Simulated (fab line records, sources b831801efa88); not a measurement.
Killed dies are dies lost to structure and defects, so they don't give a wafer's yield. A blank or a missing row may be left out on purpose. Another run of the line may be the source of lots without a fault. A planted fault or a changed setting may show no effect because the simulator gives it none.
fab line records || flow gf180mcu
record {"lots": 5, "wafers": 15, "lastDay": 34}
route steps=602 shown M5@528 V5@540
lots that met no fault: from a run of the same line without faults
startH: hours from the record's opening day to when the first of the lot's shown wafers began || waitH: time in hours since the lot's previous step || " the same as in the row above || L1.1+2: several wafers, shown together as one row || - either no value or no given start || * or withheld: withheld || < > ~ a bound
route shown NAME@n: names a module that has steps shown in the file, with the first one's number in the route || usual: average and standard deviation across the fault-free wafers || same: alike in all rows || chamber/n: place in a boat || sites: readings site by site || _std_site: their standard deviation || _edge_site: mean of outer sites minus mean of inner sites || radiusMm: how far each site lies from the wafer's centre || mask NAME#n: copy n || behind: tool/chamber where the wafer was last shaped || hold: the reason the lot was held/the length of the hold in hours/how it ended || device: the n, p or np transistor that did not switch || end of line: tests of these same wafers at the route's end || a step with no rows: only its recipe || killed: not the wafer's yield, but the dies lost to structure and defects at the first sort || map: dies across one wafer; x = killed, . = not, _ = none there
set.NAME: the run value of the setting; set.NAME@STEP: its run value at that earlier step || model.NAME: the simulator's own value behind a step, which no gauge read
lots at selected steps of the route; one table per step, one row per wafer
services: the hour from which a tool's chamber was out of use, counted from the record's first day as startH (under 0 if before that day), plus the number of hours and why
## steps
# step GF_M5_COAT_02
# recipe {"resist": "KrF", "spinRpm": "withheld", "resistThkNm": 1000}
# step GF_M5_SOFTBAKE_03
# recipe {"tempC": 130, "timeS": 60, "resist": "KrF"}
# step GF_M5_EXPOSE_04
# recipe {"maskId": "Metal5", "targetCdNm": 280, "na": 0.68, "sourceShape": "conventional", "sigmaOuter": 0.6, "doseMj": 28}
# step GF_M5_PEB_05
# recipe {"pebTempC": 135, "pebTimeS": 90, "resist": "KrF"}
# step GF_M5_DEVELOP_06
# recipe {"developTimeS": 60, "devTempC": 21}
# step GF_M5_CD_MEAS_07
# recipe {"targetCdNm": 280}
# usual {"cdNm": "279.6/1.2"}
{"lot.wafer": "L102.1", "tool": "cdSem-01", "chamber": "-", "startH": 679.38, "waitH": 0.1, "cdNm": 277.5}
{"lot.wafer": "L102.2", "tool": "cdSem-01", "chamber": "-", "startH": 679.38, "waitH": 0.1, "cdNm": 277.1}
{"lot.wafer": "L102.6", "tool": "cdSem-01", "chamber": "-", "startH": 679.38, "waitH": 0.1, "cdNm": 277.1}
{"lot.wafer": "L111.1", "tool": "cdSem-02", "chamber": "-", "startH": 732.19, "waitH": 0.1, "cdNm": 278.7}
{"lot.wafer": "L111.5", "tool": "cdSem-02", "chamber": "-", "startH": 732.19, "waitH": 0.1, "cdNm": 279.1}
{"lot.wafer": "L111.6", "tool": "cdSem-02", "chamber": "-", "startH": 732.19, "waitH": 0.1, "cdNm": 278.8}
{"lot.wafer": "L113.2", "tool": "cdSem-01", "chamber": "-", "startH": 743.86, "waitH": 0.1, "cdNm": 280.5}
{"lot.wafer": "L113.5", "tool": "cdSem-01", "chamber": "-", "startH": 743.86, "waitH": 0.1, "cdNm": 279.5}
{"lot.wafer": "L113.6", "tool": "cdSem-01", "chamber": "-", "startH": 743.86, "waitH": 0.1, "cdNm": 280.6}
{"lot.wafer": "L116.1", "tool": "cdSem-01", "chamber": "-", "startH": 759.79, "waitH": 0.1, "cdNm": 279.3}
{"lot.wafer": "L116.4", "tool": "cdSem-01", "chamber": "-", "startH": 759.79, "waitH": 0.1, "cdNm": 279.8}
{"lot.wafer": "L116.5", "tool": "cdSem-01", "chamber": "-", "startH": 759.79, "waitH": 0.1, "cdNm": 279.6}
{"lot.wafer": "L117.1", "tool": "cdSem-01", "chamber": "-", "startH": 773.84, "waitH": 0.1, "cdNm": 279.0}
{"lot.wafer": "L117.2", "tool": "cdSem-01", "chamber": "-", "startH": 773.84, "waitH": 0.1, "cdNm": 279.6}
{"lot.wafer": "L117.4", "tool": "cdSem-01", "chamber": "-", "startH": 773.84, "waitH": 0.1, "cdNm": 279.6}
# step GF_M5_OVL_MEAS_08
# usual {"M5_OVL": "1/6.1"}
{"lot.wafer": "L102.1", "tool": "overlay-01", "chamber": "-", "startH": 679.50, "waitH": 0.1, "M5_OVL[nm]": 1}
{"lot.wafer": "L102.2", "tool": "overlay-01", "chamber": "-", "startH": 679.50, "waitH": 0.1, "M5_OVL[nm]": -1}
{"lot.wafer": "L102.6", "tool": "overlay-01", "chamber": "-", "startH": 679.50, "waitH": 0.1, "M5_OVL[nm]": -1}
{"lot.wafer": "L111.1", "tool": "overlay-02", "chamber": "-", "startH": 732.31, "waitH": 0.1, "M5_OVL[nm]": 5}
{"lot.wafer": "L111.5", "tool": "overlay-02", "chamber": "-", "startH": 732.31, "waitH": 0.1, "M5_OVL[nm]": 10}
{"lot.wafer": "L111.6", "tool": "overlay-02", "chamber": "-", "startH": 732.31, "waitH": 0.1, "M5_OVL[nm]": 4}
{"lot.wafer": "L113.2", "tool": "overlay-01", "chamber": "-", "startH": 743.96, "waitH": 0.1, "M5_OVL[nm]": -6}
{"lot.wafer": "L113.5", "tool": "overlay-01", "chamber": "-", "startH": 743.96, "waitH": 0.1, "M5_OVL[nm]": -4}
{"lot.wafer": "L113.6", "tool": "overlay-01", "chamber": "-", "startH": 743.96, "waitH": 0.1, "M5_OVL[nm]": -6}
{"lot.wafer": "L116.1", "tool": "overlay-01", "chamber": "-", "startH": 759.91, "waitH": 0.1, "M5_OVL[nm]": 7}
{"lot.wafer": "L116.4", "tool": "overlay-01", "chamber": "-", "startH": 759.91, "waitH": 0.1, "M5_OVL[nm]": -2}
{"lot.wafer": "L116.5", "tool": "overlay-01", "chamber": "-", "startH": 759.91, "waitH": 0.1, "M5_OVL[nm]": -1}
{"lot.wafer": "L117.1", "tool": "overlay-01", "chamber": "-", "startH": 773.96, "waitH": 0.1, "M5_OVL[nm]": -1}
{"lot.wafer": "L117.2", "tool": "overlay-01", "chamber": "-", "startH": 773.96, "waitH": 0.1, "M5_OVL[nm]": -6}
{"lot.wafer": "L117.4", "tool": "overlay-01", "chamber": "-", "startH": 773.96, "waitH": 0.1, "M5_OVL[nm]": -10}
# step GF_M5_ETCH_09
# recipe {"chemistry": "CF4/O2", "target": "Si3N4", "targetDepthNm": 52, "sourceW": 800, "biasW": 150, "pressureMtorr": 150, "cf4FlowSccm": 80, "O2_flow_sccm": 10, "timeS": 11.6}
# usual {"drypumpMotorCurrentA": "5.6/0.43", "oesProductAu": "1.000/0.0068", "throttleValvePct": "5.971/0.0094"}
{"lot.wafer": "L102.1", "tool": "rieDiel-03", "chamber": 2, "startH": 679.54, "waitH": 0.0, "drypumpMotorCurrentA": 5.4, "oesProductAu": 0.987, "rfHoursCounterH": 19, "throttleValvePct": 5.958}
{"lot.wafer": "L102.2", "tool": "rieDiel-03", "chamber": 0, "startH": 679.54, "waitH": 0.0, "drypumpMotorCurrentA": 5.3, "oesProductAu": 1.000, "rfHoursCounterH": 27, "throttleValvePct": 5.962}
{"lot.wafer": "L102.6", "tool": "rieDiel-03", "chamber": 0, "startH": 679.54, "waitH": 0.0, "drypumpMotorCurrentA": 5.3, "oesProductAu": 1.003, "rfHoursCounterH": "-", "throttleValvePct": 5.955}
{"lot.wafer": "L111.1", "tool": "rieDiel-04", "chamber": 3, "startH": 732.34, "waitH": 0.0, "drypumpMotorCurrentA": 4.8, "oesProductAu": 1.002, "rfHoursCounterH": 21, "throttleValvePct": 5.959}
{"lot.wafer": "L111.5", "tool": "rieDiel-04", "chamber": 2, "startH": 732.34, "waitH": 0.0, "drypumpMotorCurrentA": 4.9, "oesProductAu": 1.002, "rfHoursCounterH": "-", "throttleValvePct": 5.973}
{"lot.wafer": "L111.6", "tool": "rieDiel-04", "chamber": 1, "startH": 732.34, "waitH": 0.0, "drypumpMotorCurrentA": 5.5, "oesProductAu": 1.007, "rfHoursCounterH": "-", "throttleValvePct": 5.959}
{"lot.wafer": "L113.2", "tool": "rieDiel-01", "chamber": 2, "startH": 743.99, "waitH": 0.0, "drypumpMotorCurrentA": 5.8, "oesProductAu": 1.005, "rfHoursCounterH": 13, "throttleValvePct": 5.982}
{"lot.wafer": "L113.5", "tool": "rieDiel-01", "chamber": 2, "startH": 743.99, "waitH": 0.0, "drypumpMotorCurrentA": 5.8, "oesProductAu": 1.007, "rfHoursCounterH": "-", "throttleValvePct": 5.980}
{"lot.wafer": "L113.6", "tool": "rieDiel-01", "chamber": 3, "startH": 743.99, "waitH": 0.0, "drypumpMotorCurrentA": 6.0, "oesProductAu": 1.001, "rfHoursCounterH": "-", "throttleValvePct": 5.973}
{"lot.wafer": "L116.1", "tool": "rieDiel-04", "chamber": 3, "startH": 759.94, "waitH": 0.0, "drypumpMotorCurrentA": 4.8, "oesProductAu": 0.994, "rfHoursCounterH": 23, "throttleValvePct": 5.969}
{"lot.wafer": "L116.4", "tool": "rieDiel-04", "chamber": 0, "startH": 759.94, "waitH": 0.0, "drypumpMotorCurrentA": 6.3, "oesProductAu": 0.993, "rfHoursCounterH": 15, "throttleValvePct": 5.977}
{"lot.wafer": "L116.5", "tool": "rieDiel-04", "chamber": 2, "startH": 759.94, "waitH": 0.0, "drypumpMotorCurrentA": 4.9, "oesProductAu": 1.001, "rfHoursCounterH": "-", "throttleValvePct": 5.962}
{"lot.wafer": "L117.1", "tool": "rieDiel-01", "chamber": 2, "startH": 773.99, "waitH": 0.0, "drypumpMotorCurrentA": 5.8, "oesProductAu": 1.008, "rfHoursCounterH": 14, "throttleValvePct": 5.986}
{"lot.wafer": "L117.2", "tool": "rieDiel-01", "chamber": 1, "startH": 773.99, "waitH": 0.0, "drypumpMotorCurrentA": 5.9, "oesProductAu": 1.004, "rfHoursCounterH": 11, "throttleValvePct": 5.983}
{"lot.wafer": "L117.4", "tool": "rieDiel-01", "chamber": 0, "startH": 773.99, "waitH": 0.0, "drypumpMotorCurrentA": 5.1, "oesProductAu": 1.016, "rfHoursCounterH": 3, "throttleValvePct": 5.962}
# step GF_M5_METAL_ETCH_10
# recipe {"chemistry": "Cl2/BCl3", "maskMaterial": "KrF", "targetDepthNm": 750.8, "stopOn": "SiO2", "pressureMtorr": 8, "icpW": 800, "biasW": 140, "Cl2_flow_sccm": 80, "bcl3FlowSccm": 40, "timeS": 125.1}
# usual {"drypumpMotorCurrentA": "5.8/0.38", "oesProductAu": "0.989/0.0063", "throttleValvePct": "28.231/0.011"}
{"lot.wafer": "L102.1", "tool": "rieMetal-01", "chamber": 1, "startH": 679.56, "waitH": 0.0, "drypumpMotorCurrentA": 6.4, "oesProductAu": 0.986, "rfHoursCounterH": 8, "throttleValvePct": 28.241}
{"lot.wafer": "L102.2", "tool": "rieMetal-01", "chamber": 0, "startH": 679.56, "waitH": 0.0, "drypumpMotorCurrentA": 5.8, "oesProductAu": 0.991, "rfHoursCounterH": 14, "throttleValvePct": 28.235}
{"lot.wafer": "L102.6", "tool": "rieMetal-01", "chamber": 0, "startH": 679.56, "waitH": 0.0, "drypumpMotorCurrentA": 5.8, "oesProductAu": 0.999, "rfHoursCounterH": "-", "throttleValvePct": 28.230}
{"lot.wafer": "L111.1", "tool": "rieMetal-02", "chamber": 0, "startH": 732.37, "waitH": 0.0, "drypumpMotorCurrentA": 5.7, "oesProductAu": 0.988, "rfHoursCounterH": 7, "throttleValvePct": 28.234}
{"lot.wafer": "L111.5", "tool": "rieMetal-02", "chamber": 0, "startH": 732.37, "waitH": 0.0, "drypumpMotorCurrentA": 5.7, "oesProductAu": 0.995, "rfHoursCounterH": "-", "throttleValvePct": 28.213}
{"lot.wafer": "L111.6", "tool": "rieMetal-02", "chamber": 1, "startH": 732.37, "waitH": 0.0, "drypumpMotorCurrentA": 5.4, "oesProductAu": 1.002, "rfHoursCounterH": "-", "throttleValvePct": 28.219}
{"lot.wafer": "L113.2", "tool": "rieMetal-04", "chamber": 1, "startH": 744.02, "waitH": 0.0, "drypumpMotorCurrentA": 5.9, "oesProductAu": 0.979, "rfHoursCounterH": 10, "throttleValvePct": 28.235}
{"lot.wafer": "L113.5", "tool": "rieMetal-04", "chamber": 1, "startH": 744.02, "waitH": 0.0, "drypumpMotorCurrentA": 5.9, "oesProductAu": 0.979, "rfHoursCounterH": "-", "throttleValvePct": 28.234}
{"lot.wafer": "L113.6", "tool": "rieMetal-04", "chamber": 0, "startH": 744.02, "waitH": 0.0, "drypumpMotorCurrentA": 5.3, "oesProductAu": 0.982, "rfHoursCounterH": "-", "throttleValvePct": 28.233}
{"lot.wafer": "L116.1", "tool": "rieMetal-01", "chamber": 0, "startH": 759.96, "waitH": 0.0, "drypumpMotorCurrentA": 5.8, "oesProductAu": 0.982, "rfHoursCounterH": 0, "throttleValvePct": 28.223}
{"lot.wafer": "L116.4", "tool": "rieMetal-01", "chamber": 0, "startH": 759.96, "waitH": 0.0, "drypumpMotorCurrentA": 5.8, "oesProductAu": 0.980, "rfHoursCounterH": "-", "throttleValvePct": 28.226}
{"lot.wafer": "L116.5", "tool": "rieMetal-01", "chamber": 1, "startH": 759.96, "waitH": 0.0, "drypumpMotorCurrentA": 6.4, "oesProductAu": 0.992, "rfHoursCounterH": "-", "throttleValvePct": 28.255}
{"lot.wafer": "L117.1", "tool": "rieMetal-04", "chamber": 1, "startH": 774.01, "waitH": 0.0, "drypumpMotorCurrentA": 5.8, "oesProductAu": 0.980, "rfHoursCounterH": 11, "throttleValvePct": 28.239}
{"lot.wafer": "L117.2", "tool": "rieMetal-04", "chamber": 0, "startH": 774.01, "waitH": 0.0, "drypumpMotorCurrentA": 5.4, "oesProductAu": 0.999, "rfHoursCounterH": 11, "throttleValvePct": 28.239}
{"lot.wafer": "L117.4", "tool": "rieMetal-04", "chamber": 1, "startH": 774.01, "waitH": 0.0, "drypumpMotorCurrentA": 5.9, "oesProductAu": 0.982, "rfHoursCounterH": "-", "throttleValvePct": 28.249}
# step GF_M5_STRIP_11
# recipe {"chemistry": "O2/N2", "powerW": 1400, "pressureMtorr": 1500, "platenTempC": 250, "o2FlowSccm": 3000, "n2FlowSccm": 300, "overashFraction": 0.5}
# usual {"drypumpMotorCurrentA": "5.8/0.32", "heaterPowerW": "346/22", "n2FlowSccm": "299.9/0.98", "oesProductAu": "0.524/0.0047", "stripTimeToEndpointS": "7.06/0.042"}
{"lot.wafer": "L102.1", "tool": "plasmaAsher-04", "chamber": 0, "startH": 679.69, "waitH": 0.1, "drypumpMotorCurrentA": 6.0, "heaterPowerW": 367, "n2FlowSccm": 301.0, "oesProductAu": 0.518, "rfHoursCounterH": 57, "stripTimeToEndpointS": 7.03}
{"lot.wafer": "L102.2", "tool": "plasmaAsher-04", "chamber": 1, "startH": 679.69, "waitH": 0.1, "drypumpMotorCurrentA": 5.3, "heaterPowerW": 330, "n2FlowSccm": 299.2, "oesProductAu": 0.530, "rfHoursCounterH": 57, "stripTimeToEndpointS": 7.06}
{"lot.wafer": "L102.6", "tool": "plasmaAsher-04", "chamber": 1, "startH": 679.69, "waitH": 0.1, "drypumpMotorCurrentA": 5.3, "heaterPowerW": 329, "n2FlowSccm": 300.7, "oesProductAu": 0.529, "rfHoursCounterH": "-", "stripTimeToEndpointS": 7.06}
{"lot.wafer": "L111.1", "tool": "plasmaAsher-02", "chamber": 0, "startH": 732.49, "waitH": 0.1, "drypumpMotorCurrentA": 6.1, "heaterPowerW": 348, "n2FlowSccm": 298.5, "oesProductAu": 0.519, "rfHoursCounterH": 30, "stripTimeToEndpointS": 7.03}
{"lot.wafer": "L111.5", "tool": "plasmaAsher-02", "chamber": 0, "startH": 732.49, "waitH": 0.1, "drypumpMotorCurrentA": 6.1, "heaterPowerW": 340, "n2FlowSccm": 300.6, "oesProductAu": 0.521, "rfHoursCounterH": "-", "stripTimeToEndpointS": 7.00}
{"lot.wafer": "L111.6", "tool": "plasmaAsher-02", "chamber": 1, "startH": 732.49, "waitH": 0.1, "drypumpMotorCurrentA": 5.4, "heaterPowerW": 380, "n2FlowSccm": 300.5, "oesProductAu": 0.517, "rfHoursCounterH": "-", "stripTimeToEndpointS": 6.98}
{"lot.wafer": "L113.2", "tool": "plasmaAsher-02", "chamber": 0, "startH": 744.14, "waitH": 0.1, "drypumpMotorCurrentA": 6.1, "heaterPowerW": 330, "n2FlowSccm": 300.6, "oesProductAu": 0.520, "rfHoursCounterH": 32, "stripTimeToEndpointS": 7.19}
{"lot.wafer": "L113.5", "tool": "plasmaAsher-02", "chamber": 0, "startH": 744.14, "waitH": 0.1, "drypumpMotorCurrentA": 6.1, "heaterPowerW": 342, "n2FlowSccm": 299.6, "oesProductAu": 0.527, "rfHoursCounterH": "-", "stripTimeToEndpointS": 7.17}
{"lot.wafer": "L113.6", "tool": "plasmaAsher-02", "chamber": 1, "startH": 744.14, "waitH": 0.1, "drypumpMotorCurrentA": 5.4, "heaterPowerW": 386, "n2FlowSccm": 298.8, "oesProductAu": 0.528, "rfHoursCounterH": "-", "stripTimeToEndpointS": 7.08}
{"lot.wafer": "L116.1", "tool": "plasmaAsher-01", "chamber": 1, "startH": 760.09, "waitH": 0.1, "drypumpMotorCurrentA": 5.9, "heaterPowerW": 366, "n2FlowSccm": 300.0, "oesProductAu": 0.534, "rfHoursCounterH": 2, "stripTimeToEndpointS": 7.12}
{"lot.wafer": "L116.4", "tool": "plasmaAsher-01", "chamber": 1, "startH": 760.09, "waitH": 0.1, "drypumpMotorCurrentA": 6.0, "heaterPowerW": 364, "n2FlowSccm": 297.7, "oesProductAu": 0.522, "rfHoursCounterH": "-", "stripTimeToEndpointS": 7.08}
{"lot.wafer": "L116.5", "tool": "plasmaAsher-01", "chamber": 1, "startH": 760.09, "waitH": 0.1, "drypumpMotorCurrentA": 6.0, "heaterPowerW": 356, "n2FlowSccm": 299.8, "oesProductAu": 0.526, "rfHoursCounterH": "-", "stripTimeToEndpointS": 7.10}
{"lot.wafer": "L117.1", "tool": "plasmaAsher-02", "chamber": 0, "startH": 774.14, "waitH": 0.1, "drypumpMotorCurrentA": 6.1, "heaterPowerW": 336, "n2FlowSccm": 301.3, "oesProductAu": 0.528, "rfHoursCounterH": 35, "stripTimeToEndpointS": 7.10}
{"lot.wafer": "L117.2", "tool": "plasmaAsher-02", "chamber": 1, "startH": 774.14, "waitH": 0.1, "drypumpMotorCurrentA": 5.4, "heaterPowerW": 381, "n2FlowSccm": 299.3, "oesProductAu": 0.519, "rfHoursCounterH": 35, "stripTimeToEndpointS": 7.05}
{"lot.wafer": "L117.4", "tool": "plasmaAsher-02", "chamber": 1, "startH": 774.14, "waitH": 0.1, "drypumpMotorCurrentA": 5.4, "heaterPowerW": 389, "n2FlowSccm": 300.1, "oesProductAu": 0.520, "rfHoursCounterH": "-", "stripTimeToEndpointS": 7.10}
# step GF_M5_STRIP_12
# recipe {"chemistry": "postEtchResidueRemover", "timeS": 1200, "tempC": 72.5}
# step GF_M5_CLEAN_13
# recipe {"chemistry": "DIW", "dry": "n2Spin"}
# step GF_V5_CVD_00
# recipe {"material": "SiO2", "targetThkNm": 300, "sigmaOpenFrac": 0.3, "tempC": 400, "timeS": 50, "sih4FlowSccm": 60, "pressureMtorr": 6}
# usual {"sih4FlowSccm": "60.02/0.19"}
{"lot.wafer": "L102.1", "tool": "hdpcvd-02", "chamber": 2, "startH": 680.23, "waitH": 0.0, "sih4FlowSccm": 50.95, "model.SiO2_of_V5_CVD_00.thkNm": 254}
{"lot.wafer": "L102.2", "tool": "hdpcvd-02", "chamber": 1, "startH": 680.23, "waitH": 0.0, "sih4FlowSccm": 60.17, "model.SiO2_of_V5_CVD_00.thkNm": 299.7}
{"lot.wafer": "L102.6", "tool": "hdpcvd-02", "chamber": 0, "startH": 680.23, "waitH": 0.0, "sih4FlowSccm": 60.30, "model.SiO2_of_V5_CVD_00.thkNm": 301}
{"lot.wafer": "L111.1", "tool": "hdpcvd-01", "chamber": 2, "startH": 733.03, "waitH": 0.0, "sih4FlowSccm": 60.04, "model.SiO2_of_V5_CVD_00.thkNm": 301.5}
{"lot.wafer": "L111.5", "tool": "hdpcvd-01", "chamber": 0, "startH": 733.03, "waitH": 0.0, "sih4FlowSccm": 60.12, "model.SiO2_of_V5_CVD_00.thkNm": 299.2}
{"lot.wafer": "L111.6", "tool": "hdpcvd-01", "chamber": 2, "startH": 733.03, "waitH": 0.0, "sih4FlowSccm": 60.24, "model.SiO2_of_V5_CVD_00.thkNm": 297.1}
{"lot.wafer": "L113.2", "tool": "hdpcvd-01", "chamber": 1, "startH": 744.71, "waitH": 0.0, "sih4FlowSccm": 60.08, "model.SiO2_of_V5_CVD_00.thkNm": 298.9}
{"lot.wafer": "L113.5", "tool": "hdpcvd-01", "chamber": 1, "startH": 744.71, "waitH": 0.0, "sih4FlowSccm": 59.98, "model.SiO2_of_V5_CVD_00.thkNm": 303.5}
{"lot.wafer": "L113.6", "tool": "hdpcvd-01", "chamber": 2, "startH": 744.71, "waitH": 0.0, "sih4FlowSccm": 59.90, "model.SiO2_of_V5_CVD_00.thkNm": 298.3}
{"lot.wafer": "L116.1", "tool": "hdpcvd-02", "chamber": 2, "startH": 760.64, "waitH": 0.0, "sih4FlowSccm": 59.92, "model.SiO2_of_V5_CVD_00.thkNm": 300}
{"lot.wafer": "L116.4", "tool": "hdpcvd-02", "chamber": 0, "startH": 760.64, "waitH": 0.0, "sih4FlowSccm": 60.01, "model.SiO2_of_V5_CVD_00.thkNm": 300.4}
{"lot.wafer": "L116.5", "tool": "hdpcvd-02", "chamber": 2, "startH": 760.64, "waitH": 0.0, "sih4FlowSccm": 59.94, "model.SiO2_of_V5_CVD_00.thkNm": 298.5}
{"lot.wafer": "L117.1", "tool": "hdpcvd-02", "chamber": 2, "startH": 774.69, "waitH": 0.0, "sih4FlowSccm": 60.28, "model.SiO2_of_V5_CVD_00.thkNm": 299.9}
{"lot.wafer": "L117.2", "tool": "hdpcvd-02", "chamber": 0, "startH": 774.69, "waitH": 0.0, "sih4FlowSccm": 60.11, "model.SiO2_of_V5_CVD_00.thkNm": 301.4}
{"lot.wafer": "L117.4", "tool": "hdpcvd-02", "chamber": 2, "startH": 774.69, "waitH": 0.0, "sih4FlowSccm": 60.02, "model.SiO2_of_V5_CVD_00.thkNm": 296.7}
# step GF_V5_THK_MEAS_01
# recipe {"reads": "SiO2_of_V5_CVD_00"}
# usual {"V5_CVD_00_THK": "301.0/2.4"}
{"lot.wafer": "L102.1", "tool": "filmMetro-02", "chamber": "-", "startH": 680.27, "waitH": 0.0, "V5_CVD_00_THK[nm]": 254.0}
{"lot.wafer": "L102.2", "tool": "filmMetro-02", "chamber": "-", "startH": 680.27, "waitH": 0.0, "V5_CVD_00_THK[nm]": 299.8}
{"lot.wafer": "L102.6", "tool": "filmMetro-02", "chamber": "-", "startH": 680.27, "waitH": 0.0, "V5_CVD_00_THK[nm]": 301.3}
{"lot.wafer": "L111.1", "tool": "filmMetro-03", "chamber": "-", "startH": 733.07, "waitH": 0.0, "V5_CVD_00_THK[nm]": 301.5}
{"lot.wafer": "L111.5", "tool": "filmMetro-03", "chamber": "-", "startH": 733.07, "waitH": 0.0, "V5_CVD_00_THK[nm]": 298.9}
{"lot.wafer": "L111.6", "tool": "filmMetro-03", "chamber": "-", "startH": 733.07, "waitH": 0.0, "V5_CVD_00_THK[nm]": 297.0}
{"lot.wafer": "L113.2", "tool": "filmMetro-03", "chamber": "-", "startH": 744.76, "waitH": 0.0, "V5_CVD_00_THK[nm]": 299.0}
{"lot.wafer": "L113.5", "tool": "filmMetro-03", "chamber": "-", "startH": 744.76, "waitH": 0.0, "V5_CVD_00_THK[nm]": 303.6}
{"lot.wafer": "L113.6", "tool": "filmMetro-03", "chamber": "-", "startH": 744.76, "waitH": 0.0, "V5_CVD_00_THK[nm]": 298.4}
{"lot.wafer": "L116.1", "tool": "filmMetro-03", "chamber": "-", "startH": 760.69, "waitH": 0.0, "V5_CVD_00_THK[nm]": 300.0}
{"lot.wafer": "L116.4", "tool": "filmMetro-03", "chamber": "-", "startH": 760.69, "waitH": 0.0, "V5_CVD_00_THK[nm]": 300.4}
{"lot.wafer": "L116.5", "tool": "filmMetro-03", "chamber": "-", "startH": 760.69, "waitH": 0.0, "V5_CVD_00_THK[nm]": 298.5}
{"lot.wafer": "L117.1", "tool": "filmMetro-03", "chamber": "-", "startH": 774.73, "waitH": 0.0, "V5_CVD_00_THK[nm]": 299.8}
{"lot.wafer": "L117.2", "tool": "filmMetro-03", "chamber": "-", "startH": 774.73, "waitH": 0.0, "V5_CVD_00_THK[nm]": 301.6}
{"lot.wafer": "L117.4", "tool": "filmMetro-03", "chamber": "-", "startH": 774.73, "waitH": 0.0, "V5_CVD_00_THK[nm]": 297.0}
# step GF_V5_CVD_02
# recipe {"material": "SiO2", "targetThkNm": 1450, "precursor": "TEOS", "tempC": 400, "timeS": 163.28, "rfW": 600}
# usual {"heaterPowerW": "636/110"}
{"lot.wafer": "L102.1", "tool": "pecvd-01", "chamber": 2, "startH": 680.33, "waitH": 0.1, "heaterPowerW": 638}
{"lot.wafer": "L102.2", "tool": "pecvd-01", "chamber": 1, "startH": 680.33, "waitH": 0.1, "heaterPowerW": 454}
{"lot.wafer": "L102.6", "tool": "pecvd-01", "chamber": 2, "startH": 680.33, "waitH": 0.1, "heaterPowerW": 683}
{"lot.wafer": "L111.1", "tool": "pecvd-02", "chamber": 1, "startH": 733.13, "waitH": 0.1, "heaterPowerW": 780}
{"lot.wafer": "L111.5", "tool": "pecvd-02", "chamber": 1, "startH": 733.13, "waitH": 0.1, "heaterPowerW": 650}
{"lot.wafer": "L111.6", "tool": "pecvd-02", "chamber": 2, "startH": 733.13, "waitH": 0.1, "heaterPowerW": 491}
{"lot.wafer": "L113.2", "tool": "pecvd-01", "chamber": 0, "startH": 744.81, "waitH": 0.0, "heaterPowerW": 604}
{"lot.wafer": "L113.5", "tool": "pecvd-01", "chamber": 1, "startH": 744.81, "waitH": 0.0, "heaterPowerW": 591}
{"lot.wafer": "L113.6", "tool": "pecvd-01", "chamber": 0, "startH": 744.81, "waitH": 0.0, "heaterPowerW": 525}
{"lot.wafer": "L116.1", "tool": "pecvd-01", "chamber": 2, "startH": 760.75, "waitH": 0.1, "heaterPowerW": 651}
{"lot.wafer": "L116.4", "tool": "pecvd-01", "chamber": 2, "startH": 760.75, "waitH": 0.1, "heaterPowerW": 700}
{"lot.wafer": "L116.5", "tool": "pecvd-01", "chamber": 1, "startH": 760.75, "waitH": 0.1, "heaterPowerW": 562}
{"lot.wafer": "L117.1", "tool": "pecvd-01", "chamber": 1, "startH": 774.79, "waitH": 0.1, "heaterPowerW": 495}
{"lot.wafer": "L117.2", "tool": "pecvd-01", "chamber": 0, "startH": 774.79, "waitH": 0.1, "heaterPowerW": 566}
{"lot.wafer": "L117.4", "tool": "pecvd-01", "chamber": 2, "startH": 774.79, "waitH": 0.1, "heaterPowerW": 718}
## services
{"tool": "rieMetal-02", "chamber": 1, "startH": 658.65, "hours": "-", "kind": "clean"}
{"tool": "rieMetal-02", "chamber": 1, "startH": 658.65, "hours": 15.2, "kind": "scheduledDown"}
{"tool": "rieDiel-01", "chamber": 0, "startH": 673.48, "hours": "-", "kind": "clean"}
{"tool": "rieDiel-01", "chamber": 0, "startH": 673.48, "hours": 20.5, "kind": "scheduledDown"}
{"tool": "rieDiel-01", "chamber": 0, "startH": 673.48, "hours": 20.5, "kind": "ventCycle"}
{"tool": "rieDiel-04", "chamber": 3, "startH": 676.88, "hours": 8.2, "kind": "repair"}
{"tool": "pecvd-01", "chamber": "-", "startH": 685.04, "hours": 6.0, "kind": "pm"}
{"tool": "rieDiel-04", "chamber": 2, "startH": 685.10, "hours": "-", "kind": "clean"}
{"tool": "rieDiel-04", "chamber": 2, "startH": 685.10, "hours": 17.1, "kind": "scheduledDown"}
{"tool": "rieDiel-04", "chamber": 2, "startH": 685.10, "hours": 17.1, "kind": "ventCycle"}
{"tool": "rieDiel-04", "chamber": 3, "startH": 688.88, "hours": 2.5, "kind": "repair"}
{"tool": "pecvd-01", "chamber": 2, "startH": 692.13, "hours": 19.1, "kind": "repair"}
{"tool": "rieDiel-03", "chamber": 0, "startH": 698.41, "hours": 13.9, "kind": "repair"}
{"tool": "rieDiel-04", "chamber": 3, "startH": 707.94, "hours": 19.1, "kind": "repair"}
{"tool": "rieDiel-04", "chamber": 0, "startH": 717.41, "hours": 31.2, "kind": "repair"}
{"tool": "hdpcvd-02", "chamber": 1, "startH": 731.14, "hours": 9.4, "kind": "repair"}
{"tool": "plasmaAsher-01", "chamber": "-", "startH": 733.75, "hours": 9.0, "kind": "pm"}
{"tool": "plasmaAsher-02", "chamber": "-", "startH": 737.97, "hours": 1.8, "kind": "repair"}
{"tool": "rieDiel-01", "chamber": 1, "startH": 741.04, "hours": 3.7, "kind": "repair"}
{"tool": "rieMetal-01", "chamber": 0, "startH": 741.30, "hours": "-", "kind": "clean"}
{"tool": "rieMetal-01", "chamber": 0, "startH": 741.30, "hours": 14.8, "kind": "scheduledDown"}
{"tool": "rieMetal-01", "chamber": 0, "startH": 741.30, "hours": 14.8, "kind": "ventCycle"}
{"tool": "rieDiel-03", "chamber": 2, "startH": 745.08, "hours": 35.7, "kind": "repair"}
{"tool": "rieDiel-03", "chamber": "-", "startH": 756.69, "hours": 4.3, "kind": "pm"}
## key
firstSign {"step": "GF_V5_CVD_00", "reading": "sih4FlowSccm", "direction": "down", "sigmas": 48, "usual": 60.02, "struck": 50.95}
effect {"step": "GF_V5_THK_MEAS_01", "reading": "V5_CVD_00_THK", "direction": "down", "sigmas": 19, "usual": 301.0, "struck": 254.0}
modelEffect {"step": "GF_V5_CVD_00", "value": "SiO2_of_V5_CVD_00.thkNm", "without": 299, "struck": 254}
metAt GF_V5_CVD_00
struckWafers L102.1
fault {"kind": "processParameterDrift", "tool": "hdpcvd-02", "chamber": 2, "onsetH": 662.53, "steps": "GF_V5_CVD_00", "channel": "sih4FlowSccm", "offset": -9, "shape": "step", "endH": 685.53, "actsIn": "theseRecipesOnly", "stated": 60}
